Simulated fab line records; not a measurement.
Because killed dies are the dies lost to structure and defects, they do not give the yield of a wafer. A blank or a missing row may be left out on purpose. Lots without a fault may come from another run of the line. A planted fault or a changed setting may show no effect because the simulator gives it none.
fab line records | flow sfq_line
record: lots: 5 wafers: 15 last_day: 83
route steps=325 shown I2@107 M3@118 I3@133 M4@148 M8@325
lots that met no fault: from a run of the same line without faults
start_h: hours from the record's opening day to when the first of the lot's shown wafers began | wait_h: time in hours since the lot's previous step | " identical to the entry in the row above | L1.1+2: one row covering several wafers at once | - either no value or no given start | * or withheld: withheld | < > ~ a bound
route shown NAME@n: a module of which the file shows steps, and the number in the route of the first | usual: mean/standard deviation of fault-free wafers | same: alike in all rows | chamber/n: place in a boat | sites: the reading at each site | _std_site: the values' standard deviation | _edge_site: mean of outer sites minus mean of inner sites | radius_mm: how far each site lies from the wafer's centre | mask NAME#n: copy n | behind: the most recent tool/chamber to have shaped the wafer | hold: what put the lot on hold/how long, in hours/how the hold closed | device: transistor that didn't switch, given as n, p or np | end of line: the route-end tests of the same wafers | for a step that has no rows: nothing shown but its recipe | killed: dies lost to structure and defects at the first sort, not the wafer's yield | map: per-die view of a wafer (x killed, . not killed, _ where there is no die)
set.NAME: the setting the step ran with; set.NAME@STEP: the setting that earlier step ran with | model.NAME: the simulator's own value behind a step, which no gauge read
lots at some steps of the route; a table a step, a row a wafer
services: when a tool's chamber went out of use (start_h, in hours from the record's first day, below 0 if earlier), for how many hours, and the reason
== steps ==
step: SFQ_TRILAYER_I2_VIA_LITHO_COAT_072
recipe: resist: BARC spin_rpm: 3000 resist_thk_nm: 62
step: SFQ_TRILAYER_I2_VIA_LITHO_COAT_067
recipe: resist: KrF spin_rpm: 3000 resist_thk_nm: 650
step: SFQ_TRILAYER_I2_VIA_LITHO_SOFTBAKE_071
recipe: temp_c: withheld time_s: withheld resist: KrF
step: SFQ_TRILAYER_I2_VIA_LITHO_EXPOSE_068
recipe: mask_id: I2 na: 0.6 source_shape: conventional sigma_outer: 0.65 target_cd_nm: 500 dose_mj: 21.3
step: SFQ_TRILAYER_I2_VIA_LITHO_PEB_070
recipe: peb_temp_c: 115 peb_time_s: 60 resist: KrF
step: SFQ_TRILAYER_I2_VIA_LITHO_DEVELOP_069
recipe: time_s: 60 resist: KrF
step: SFQ_I2_OVL_MEAS_918
usual: I2_OVL: -2/5.8
columns lot.wafer tool chamber start_h wait_h I2_OVL[nm]
L925.3 overlay-02 - 568.11 0.1 5
L925.5 " - " " 3
L925.6 " - " " 2
L927.1 overlay-01 - 575.40 0.1 -3
L927.2 " - " " 3
L927.6 " - " " 3
L934.1 overlay-01 - 921.48 0.1 -12
L934.3 " - " " -7
L934.5 " - " " -11
L946.2 overlay-01 - 1041.66 0.1 -6
L946.4 " - " " -7
L946.6 " - " " -3
L947.2 overlay-01 - 1044.06 0.1 -4
L947.5 " - " " 3
L947.6 " - " " -5
step: SFQ_TRILAYER_I2_VIA_BARC_OPEN_VIA_ETCH_096
recipe: mask_material: PR chemistry: O2 target_depth_nm: 125 target: BARC source_w: 500 bias_w: 80 pressure_mtorr: 30 time_s: 41.7
step: SFQ_TRILAYER_I2_VIA_ETCH_VIA_ETCH_070
recipe: target: SiO2 stop_on: Nb mask_material: PR taper_deg: 20 chemistry: CHF3 target_depth_nm: 260 source_w: 500 bias_w: 80 pressure_mtorr: 30 time_s: withheld
step: SFQ_TRILAYER_I2_VIA_STRIP_STRIP_071
recipe: gas: O2 power_w: 200 platen_temp_c: 40 overash_fraction: 0.65 chemistry: O2 pressure_mtorr: 50
usual: drypump_motor_current_A: 5.5/0.57 oes_product_au: 0.999/0.0095
columns lot.wafer tool chamber start_h wait_h drypump_motor_current_A oes_product_au rf_hours_counter_h
L925.3 rie_metal-02 0 568.69 - 4.8 1.002 -
L925.5 " 0 " " 4.8 0.992 -
L925.6 " 0 " " 4.9 1.014 -
L927.1 rie_metal-02 0 575.59 - 4.8 1.013 41
L927.2 " 0 " " 4.8 1.000 -
L927.6 " 0 " " 4.8 1.007 -
L934.1 rie_metal-01 0 921.67 - 5.8 1.004 53
L934.3 " 1 " " 6.1 0.993 -
L934.5 " 1 " " 6.0 0.988 -
L946.2 rie_metal-04 1 1041.85 - 5.0 0.987 45
L946.4 " 0 " " 6.2 0.986 -
L946.6 " 0 " " 6.3 0.985 -
L947.2 rie_metal-01 0 1044.25 - 5.9 1.005 71
L947.5 " 0 " " 5.9 0.995 -
L947.6 " 1 " " 6.1 1.006 -
step: SFQ_TRILAYER_I2_VIA_STRIP_SOLV_CLEAN_072
recipe: chemistry: NMP temp_c: 70 time_s: 600
step: SFQ_TRILAYER_M3_DEP_PRE_CLEAN_074
recipe: gas: Ar time_s: 22.5 bias_v: 250
step: SFQ_TRILAYER_M3_DEP_SPUTTER_073
recipe: material: Nb base_pressure_pa: 1.33e-06 chamber_pressure_pa: 0.1333 substrate_temp_c: 20 resputter_cathode_voltage_v: 400 target_thk_nm: 200 power_w: 2000 time_s: 133.3
usual: throttle_valve_pct: 29.9/1.1
columns lot.wafer tool chamber start_h wait_h throttle_valve_pct model.Nb_of_TRILAYER_M3_DEP_SPUTTER_073.thk_nm
L925.3 pvd_sputter-06 - 569.70 0.0 28.8 201
L925.5 " - " " 27.9 199.7
L925.6 " - " " 30.6 199.5
L927.1 pvd_sputter-03 - 577.17 0.0 31.6 203.8
L927.2 " - " " 31.0 201.2
L927.6 " - " " 28.8 201.6
L934.1 pvd_sputter-03 - 922.49 0.0 30.3 198.8
L934.3 " - " " 29.0 196.9
L934.5 " - " " 31.5 187.1
L946.2 pvd_sputter-06 - 1042.65 0.0 29.0 198.8
L946.4 " - " " 30.9 202.2
L946.6 " - " " 27.8 200.9
L947.2 pvd_sputter-05 - 1045.05 0.0 29.3 197.1
L947.5 " - " " 30.3 198.6
L947.6 " - " " 31.2 198.7
step: SFQ_M3_RS_MEAS_919
recipe: thk_meas_gauge: four-point-probe reads: Nb_of_TRILAYER_M3_DEP_SPUTTER_073
usual: M3_NB_RS: 0.891/0.0095
columns lot.wafer tool chamber start_h wait_h M3_NB_RS[ohm/sq]
L925.3 film_metro-01 - 569.83 0.1 0.887
L925.5 " - " " 0.893
L925.6 " - " " 0.893
L927.1 film_metro-04 - 577.26 0.0 0.872
L927.2 " - " " 0.883
L927.6 " - " " 0.883
L934.1 film_metro-01 - 922.58 0.0 0.899
L934.3 " - " " 0.908
L934.5 " - " " 0.953
L946.2 film_metro-01 - 1042.76 0.1 0.898
L946.4 " - " " 0.881
L946.6 " - " " 0.887
L947.2 film_metro-02 - 1045.16 0.1 0.903
L947.5 " - " " 0.896
L947.6 " - " " 0.898
step: SFQ_TRILAYER_M3_LITHO_COAT_080
recipe: resist: BARC spin_rpm: 3000 resist_thk_nm: 62
step: SFQ_TRILAYER_M3_LITHO_COAT_075
recipe: resist: KrF spin_rpm: 3000 resist_thk_nm: 600
step: SFQ_TRILAYER_M3_LITHO_SOFTBAKE_079
recipe: temp_c: withheld time_s: withheld resist: KrF
step: SFQ_TRILAYER_M3_LITHO_EXPOSE_076
recipe: mask_id: M3 na: 0.6 source_shape: conventional sigma_outer: 0.65 target_cd_nm: 500 dose_mj: 14.4
step: SFQ_TRILAYER_M3_LITHO_PEB_078
recipe: peb_temp_c: 115 peb_time_s: 60 resist: KrF
step: SFQ_TRILAYER_M3_LITHO_DEVELOP_077
recipe: time_s: 60 resist: KrF
step: SFQ_M3_OVL_MEAS_921
usual: M3_OVL: 1/4.5
columns lot.wafer tool chamber start_h wait_h M3_OVL[nm]
L925.3 overlay-01 - 583.81 0.1 1
L925.5 " - " " -2
L925.6 " - " " 4
L927.1 overlay-02 - 719.72 0.1 2
L927.2 " - " " 3
L927.6 " - " " -4
L934.1 overlay-02 - 1039.26 0.1 5
L934.3 " - " " 4
L934.5 " - " " 2
L946.2 overlay-01 - 1157.41 0.1 6
L946.4 " - " " 4
L946.6 " - " " 1
L947.2 overlay-01 - 1159.81 0.1 5
L947.5 " - " " 3
L947.6 " - " " 2
step: SFQ_TRILAYER_M3_BARC_OPEN_METAL_ETCH_100
recipe: mask_material: PR chemistry: O2 target_depth_nm: 125 target: BARC icp_w: 600 bias_w: 80 pressure_mtorr: 10 time_s: 41.7
step: SFQ_TRILAYER_M3_ETCH_METAL_ETCH_078
recipe: target: Nb stop_on: SiO2 mask_material: PR chemistry: Cl2/Ar target_depth_nm: 240 icp_w: 600 bias_w: 80 pressure_mtorr: 10 time_s: 120
usual: bias_w: 79.98/0.25 drypump_motor_current_A: 5.9/0.53 oes_product_au: 0.894/0.0068
columns lot.wafer tool chamber start_h wait_h bias_w drypump_motor_current_A oes_product_au rf_hours_counter_h
L925.3 rie_metal-03 1 583.94 0.1 80.17 6.4 0.896 -
L925.5 " 0 " " 80.00 6.3 0.889 -
L925.6 " 1 " " 80.00 6.4 0.890 -
L927.1 rie_metal-02 0 719.87 0.1 80.01 4.8 0.902 60
L927.2 " 0 " " 80.07 4.9 0.893 -
L927.6 " 0 " " 79.81 4.8 0.904 -
L934.1 rie_metal-01 0 1039.35 0.0 80.17 5.9 0.892 70
L934.3 " 0 " " 79.59 5.9 0.884 -
L934.5 " 0 " " 80.32 5.9 0.864 -
L946.2 rie_metal-03 0 1157.50 0.0 79.60 6.3 0.899 147
L946.4 " 1 " " 79.58 6.4 0.892 -
L946.6 " 0 " " 79.42 6.3 0.892 -
L947.2 rie_metal-02 1 1160.00 0.1 80.03 6.0 0.882 -
L947.5 " 1 " " 79.89 6.0 0.891 -
L947.6 " 1 " " 79.97 6.0 0.891 -
step: SFQ_TRILAYER_M3_STRIP_STRIP_079
recipe: gas: O2 power_w: 200 platen_temp_c: 40 overash_fraction: 0.65 chemistry: O2 pressure_mtorr: 50
usual: drypump_motor_current_A: 5.9/0.53 oes_product_au: 0.999/0.0099
columns lot.wafer tool chamber start_h wait_h drypump_motor_current_A oes_product_au rf_hours_counter_h
L925.3 rie_metal-03 1 584.22 0.2 6.5 1.006 -
L925.5 " 0 " " 6.3 0.999 -
L925.6 " 1 " " 6.4 1.002 -
L927.1 rie_metal-02 0 720.12 0.2 4.8 1.006 60
L927.2 " 0 " " 4.8 1.009 -
L927.6 " 0 " " 4.8 1.025 -
L934.1 rie_metal-01 0 1039.48 0.1 5.8 0.998 71
L934.3 " 0 " " 5.9 1.003 -
L934.5 " 0 " " 5.9 0.996 -
L946.2 rie_metal-03 0 1157.63 0.1 6.3 0.991 147
L946.4 " 1 " " 6.4 0.982 -
L946.6 " 0 " " 6.3 0.999 -
L947.2 rie_metal-02 1 1160.41 0.4 6.0 0.993 -
L947.5 " 1 " " 6.0 0.990 -
L947.6 " 1 " " 6.0 0.989 -
step: SFQ_TRILAYER_M3_STRIP_SOLV_CLEAN_080
recipe: chemistry: NMP temp_c: 70 time_s: 600
step: SFQ_TRILAYER_I3_DEP_PECVD_081
recipe: material: SiO2 temp_c: 150 time_s: 111.11 pressure_torr: 2.4 rf_w: 183.3 precursor: SiH4/N2O target_thk_nm: 500
step: SFQ_TRILAYER_I3_CMP_CMP_082
recipe: material: SiO2 down_force_psi: 3 platen_rpm: 60 pad_velocity_m_s: 0.94248
usual: motor_current_A: 10.1/0.95 platen_rpm: 60.00/0.035 time_to_endpoint_s: 212/8.3
columns lot.wafer tool chamber start_h wait_h motor_current_A platen_rpm time_to_endpoint_s
L925.3 cmp-02 2 595.38 10.5 11.0 60.05 201
L925.6 " 3 " " 10.1 59.99 212
L925.5 " 0 " " 9.6 60.03 215
L927.1 cmp-01 1 721.75 0.0 12.1 60.00 212
L927.2 " 0 723.25 1.5 10.7 60.01 210
L927.6 " 1 " " 12.3 60.00 221
L934.1 cmp-01 3 1083.83 43.5 9.5 59.96 219
L934.3 " 0 " " 10.2 59.95 207
L934.5 " 0 1086.33 46.0 10.4 60.07 210
L946.4 cmp-01 2 1170.83 12.3 9.4 59.94 199
L946.2 " 1 1172.33 13.9 11.6 59.98 193
L946.6 " 3 1173.33 14.8 9.8 60.00 208
L947.2 cmp-02 2 1171.85 10.2 10.1 60.02 209
L947.5 " 1 1173.35 11.7 9.3 60.00 223
L947.6 " 2 " " 10.6 60.03 216
step: SFQ_I3_BOW_MEAS_922
recipe: mode: bow
usual: I3_BOW: 4/7.7
columns lot.wafer tool chamber start_h wait_h I3_BOW[um]
L925.3 film_metro-04 - 596.92 1.0 -4
L925.5 " - " " 7
L925.6 " - " " 9
L927.1 film_metro-03 - 724.75 2.5 9
L927.2 " - " " 12
L927.6 " - " " 30
L934.1 film_metro-04 - 1086.83 2.5 3
L934.3 " - " " -8
L934.5 " - " " 1
L946.2 film_metro-04 - 1173.85 1.0 8
L946.4 " - " " 5
L946.6 " - " " 5
L947.2 film_metro-01 - 1174.37 2.0 7
L947.5 " - " " 5
L947.6 " - " " 11
step: SFQ_TRILAYER_I3_METRO_MEASURE_083
usual: thk_nm: 199.4/1.2
columns lot.wafer tool chamber start_h wait_h thk_nm
L925.3 film_metro-04 - 597.40 0.5 198.4
L925.5 " - " " 198.9
L925.6 " - " " 200.1
L927.1 film_metro-03 - 724.87 0.1 199.2
L927.2 " - " " 199.6
L927.6 " - " " 200.0
L934.1 film_metro-04 - 1086.95 0.1 199.4
L934.3 " - " " 197.7
L934.5 " - " " 198.6
L946.2 film_metro-04 - 1174.15 0.3 197.6
L946.4 " - " " 198.9
L946.6 " - " " 199.4
L947.2 film_metro-01 - 1174.67 0.3 198.9
L947.5 " - " " 201.9
L947.6 " - " " 199.5
step: SFQ_TRILAYER_I3_VIA_LITHO_COAT_090
recipe: resist: BARC spin_rpm: 3000 resist_thk_nm: 62
step: SFQ_TRILAYER_I3_VIA_LITHO_COAT_085
recipe: resist: KrF spin_rpm: 3000 resist_thk_nm: 650
step: SFQ_TRILAYER_I3_VIA_LITHO_SOFTBAKE_089
recipe: temp_c: withheld time_s: withheld resist: KrF
step: SFQ_TRILAYER_I3_VIA_LITHO_EXPOSE_086
recipe: mask_id: I3 na: 0.6 source_shape: conventional sigma_outer: 0.65 target_cd_nm: 500 dose_mj: 21.3
step: SFQ_TRILAYER_I3_VIA_LITHO_PEB_088
recipe: peb_temp_c: 115 peb_time_s: 60 resist: KrF
step: SFQ_TRILAYER_I3_VIA_LITHO_DEVELOP_087
recipe: time_s: 60 resist: KrF
step: SFQ_I3_OVL_MEAS_923
usual: I3_OVL: 1/5.9
columns lot.wafer tool chamber start_h wait_h I3_OVL[nm]
L925.3 overlay-02 - 754.53 0.1 1
L925.5 " - " " -1
L925.6 " - " " -11
L927.1 overlay-02 - 879.38 0.1 -3
L927.2 " - " " -2
L927.6 " - " " 5
L934.1 overlay-02 - 1091.97 0.1 -1
L934.3 " - " " 8
L934.5 " - " " 0
L946.2 overlay-02 - 1296.66 0.1 5
L946.4 " - " " 4
L946.6 " - " " 1
L947.2 overlay-02 - 1299.06 0.1 7
L947.5 " - " " -2
L947.6 " - " " 11
step: SFQ_TRILAYER_I3_VIA_BARC_OPEN_VIA_ETCH_121
recipe: mask_material: PR chemistry: O2 target_depth_nm: 125 target: BARC source_w: 500 bias_w: 80 pressure_mtorr: 30 time_s: 41.7
step: SFQ_TRILAYER_I3_VIA_ETCH_VIA_ETCH_088
recipe: target: SiO2 stop_on: Nb mask_material: PR taper_deg: 20 chemistry: CHF3 target_depth_nm: 260 source_w: 500 bias_w: 80 pressure_mtorr: 30 time_s: withheld
step: SFQ_TRILAYER_I3_VIA_STRIP_STRIP_089
recipe: gas: O2 power_w: 200 platen_temp_c: 40 overash_fraction: 0.65 chemistry: O2 pressure_mtorr: 50
usual: drypump_motor_current_A: 6.0/0.45 oes_product_au: 0.995/0.0069
columns lot.wafer tool chamber start_h wait_h drypump_motor_current_A oes_product_au rf_hours_counter_h
L925.3 rie_metal-04 0 755.11 - 6.1 0.999 -
L925.5 " 0 " " 6.2 0.981 -
L925.6 " 0 " " 6.2 0.997 -
L927.1 rie_metal-03 1 879.57 - 6.4 0.995 92
L927.2 " 0 " " 6.3 0.997 100
L927.6 " 0 " " 6.3 0.996 -
L934.1 rie_metal-03 0 1092.16 - 6.3 1.002 133
L934.3 " 1 " " 6.4 1.001 -
L934.5 " 0 " " 6.3 1.003 -
L946.2 rie_metal-03 1 1297.04 - 6.4 1.000 -
L946.4 " 1 " " 6.4 0.997 -
L946.6 " 1 " " 6.5 0.982 -
L947.2 rie_metal-01 0 1299.24 - 5.8 0.997 103
L947.5 " 0 " " 5.9 0.997 -
L947.6 " 1 " " 6.0 1.001 -
step: SFQ_TRILAYER_I3_VIA_STRIP_SOLV_CLEAN_090
recipe: chemistry: NMP temp_c: 70 time_s: 600
step: SFQ_TRILAYER_M4_DEP_PRE_CLEAN_092
recipe: gas: Ar time_s: 22.5 bias_v: 250
step: SFQ_M8_BOW_MEAS_951
recipe: mode: bow
usual: M8_BOW: 10/11
columns lot.wafer tool chamber start_h wait_h M8_BOW[um] model.etest.m3.ohm_um model.etest.i2.link_ohm model.etest.i3.link_ohm model.etest.m3.ohm_sq
L925.3 film_metro-02 - 1812.14 0.0 -4 1.771 1.957 1.968 0.8852
L925.5 " - " " 7 1.789 1.979 1.971 0.891
L925.6 " - " " 10 1.784 1.968 1.953 0.8917
L927.1 film_metro-02 - 1818.10 0.0 26 1.75 1.946 1.954 0.8731
L927.2 " - " " 28 1.775 1.95 1.96 0.8843
L927.6 " - " " 46 1.766 1.944 1.952 0.8825
L934.1 film_metro-04 - 1881.88 0.0 4 1.804 1.967 1.977 0.8947
L934.3 " - " " -7 1.823 1.964 1.973 0.9036
L934.5 " - " " 1 1.916 2.033 2.023 0.9509
L946.2 film_metro-02 - 1919.39 0.0 18 1.79 1.982 1.96 0.8949
L946.4 " - " " 14 1.765 1.95 1.931 0.8797
L946.6 " - " " 14 1.771 1.965 1.951 0.8857
L947.2 film_metro-03 - 1986.40 0.0 2 1.807 1.983 1.994 0.9026
L947.5 " - " " 1 1.792 1.969 1.966 0.8958
L947.6 " - " " 8 1.794 1.98 1.973 0.8951
== services ==
columns tool chamber start_h hours kind
film_metro-04 - 561.66 0.5 pm
rie_metal-03 - 571.23 2.8 pm
cmp-01 - 574.19 4.0 pm
rie_metal-01 1 577.41 1.2 repair
rie_metal-02 - 586.96 0.6 repair
cmp-01 - 618.03 5.3 pm
cmp-01 - 641.97 0.7 repair
cmp-01 - 643.64 0.5 repair
cmp-01 - 699.27 0.7 repair
rie_metal-02 1 717.69 7.4 repair
rie_metal-01 1 745.96 3.2 repair
rie_metal-02 - 775.70 2.8 pm
rie_metal-01 1 784.84 14.5 repair
rie_metal-02 - 870.95 2.7 repair
rie_metal-02 - 1019.71 1.3 repair
rie_metal-01 - 1082.09 14.6 pm
rie_metal-03 1 1107.29 2.8 repair
rie_metal-02 0 1153.59 22.1 repair
rie_metal-01 - 1154.84 28.1 pm
rie_metal-01 - 1192.43 0.6 repair
rie_metal-01 - 1212.10 2.8 pm
rie_metal-01 1 1237.91 19.5 repair
rie_metal-02 - 1288.60 5.3 repair
rie_metal-03 0 1293.40 11.5 repair
== key ==
first_sign: step: SFQ_M3_RS_MEAS_919 reading: M3_NB_RS direction: up sigmas: 6.6 usual: 0.891 struck: 0.953
effect: step: SFQ_TRILAYER_M3_ETCH_METAL_ETCH_078 reading: oes_product_au direction: down sigmas: 4.3 usual: 0.894 struck: 0.864
model_effect: step: SFQ_TRILAYER_M3_DEP_SPUTTER_073 value: Nb_of_TRILAYER_M3_DEP_SPUTTER_073.thk_nm without: 198.9 struck: 187.1
model_effect: step: SFQ_M8_BOW_MEAS_951 value: etest.m3.ohm_um without: 1.802 struck: 1.916
met_at SFQ_TRILAYER_M3_DEP_SPUTTER_073
struck_wafers L934.5
onset_between 577.17 922.49
fault: kind: process_parameter_drift tool: pvd_sputter-03 chamber: - onset_h: 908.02 steps: SFQ_TRILAYER_M3_DEP_SPUTTER_073 channel: time_s offset: * shape: step end_h: 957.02 scope: struck_wafers_only acts_in: * stated: *
